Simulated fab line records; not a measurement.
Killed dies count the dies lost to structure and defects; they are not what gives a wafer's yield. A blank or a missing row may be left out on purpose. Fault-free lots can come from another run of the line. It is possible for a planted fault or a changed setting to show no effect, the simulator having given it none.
Problem report, 8D (eight disciplines) form, completed by code    flow sky130    the parts of the form that need people (team, actions taken, sign-off) are left out

== 1. WHAT WENT WRONG ==
At SKY_PAD_OPEN_PROBE_99, sort_bin_3_pad_short averages 4.0 % over 5 wafers from 3 lots, while fault-free wafers read 0.8 %, standard deviation 0.38. Relative to the usual mean, that is a shift of +8.5 standard deviations.
The first sign was on wafer L722.2 at day 49 12:05, on prober-02. Wafers with a number at this step in the record: 12, from 4 lots. By rule, "out" or "out of limits" means more than 4 standard deviations away from the usual mean. The rest of the wafers with a number are treated as sound.

== 2. WHAT IT IS AND WHAT IT IS NOT ==
question                     is                                        is not
which readings at this step  sort_bin_3_pad_short, killed_at_M0_to_M3  killed_at_M4_up, killed-at-contacts, killed-at-front-end, killed-at-other, killed-open, killed-short, sort_bin_6_memory
which lots                   L722, L723, L724                          L717
which wafers of those lots   L722.2, L723.3, L723.5, L724.3, L724.5    L722.1, L722.3, L723.2, L724.6
read on which tools          prober-01, prober-02                      -
when                         from day 49 12:05                         up to then (4 sound wafers); but 3 sound wafers of L722, L723, L724 came after

== 3. SUSPECTS, AND WHAT RULES EACH OUT ==
Counting: if a tool at a process step up to the reading ran every lot that is out, it stays a suspect. Sound lots after the first of them don't rule it out here, since some wafers of a struck lot are sound.
- hdpcvd-02 at SKY_VIA2_HDPCVD_00 (deposits SiO2, target thk 1180 nm, time 196.7 s): kept. It ran every lot that is out, first L722 (day 40 00:35); its last sound lot up to then is L717 (day 39 00:23).
The count leaves hdpcvd-02 at SKY_VIA2_HDPCVD_00.

== 4. THE CAUSE (what the simulator had put in) ==
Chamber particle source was hdpcvd-02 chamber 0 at SKY_VIA2_HDPCVD_00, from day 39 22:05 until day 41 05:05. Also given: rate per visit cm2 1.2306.
Counting left only this tool.

== 5. THE EFFECT CHAIN, in route order ==
Rows list readings where the struck wafers' mean (over those with a number) sits beyond 3 standard deviations from the usual. Readings are gone through only where the record gives a usual standard deviation; hours: the median, over the lots, of the time from a lot's start at the first step in this table giving one to that lot's start at this step; sigmas: the change measured in usual standard deviations.
hours  step                   reading               usual   on struck wafers  change  sigmas
0      SKY_PAD_OPEN_PROBE_99  defect-limited-yield  82.8 %  73.2              -9.6    -4.6
0      SKY_PAD_OPEN_PROBE_99  killed_at_M0_to_M3    43      95                +52     +6.7
0      SKY_PAD_OPEN_PROBE_99  killed-dies           85      132               +47     +4.7
0      SKY_PAD_OPEN_PROBE_99  sort_bin_3_pad_short  0.8 %   4.0               +3.2    +8.5
0      SKY_PAD_OPEN_PROBE_99  sort_bin_5_function   10.3 %  16.7              +6.4    +3.8
0      SKY_PAD_OPEN_PROBE_99  sort-n-pass           407     360               -47     -4.7
0      SKY_PAD_OPEN_PROBE_99  sort-yield-pct        82.8 %  73.2              -9.6    -4.6
Process steps it contains:
- SKY_PAD_OPEN_PROBE_99

== 6. WHAT WOULD HAVE CAUGHT IT SOONER ==
In this record the first reading out of limits was taken at day 49 12:05, 230 hours after the fault began at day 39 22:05.
The start of SKY_VIA2_HDPCVD_00 on hdpcvd-02 came by day 49 12:05 for every one of the lots that are out (3). None of them would have been spared by holding the tool at that moment.
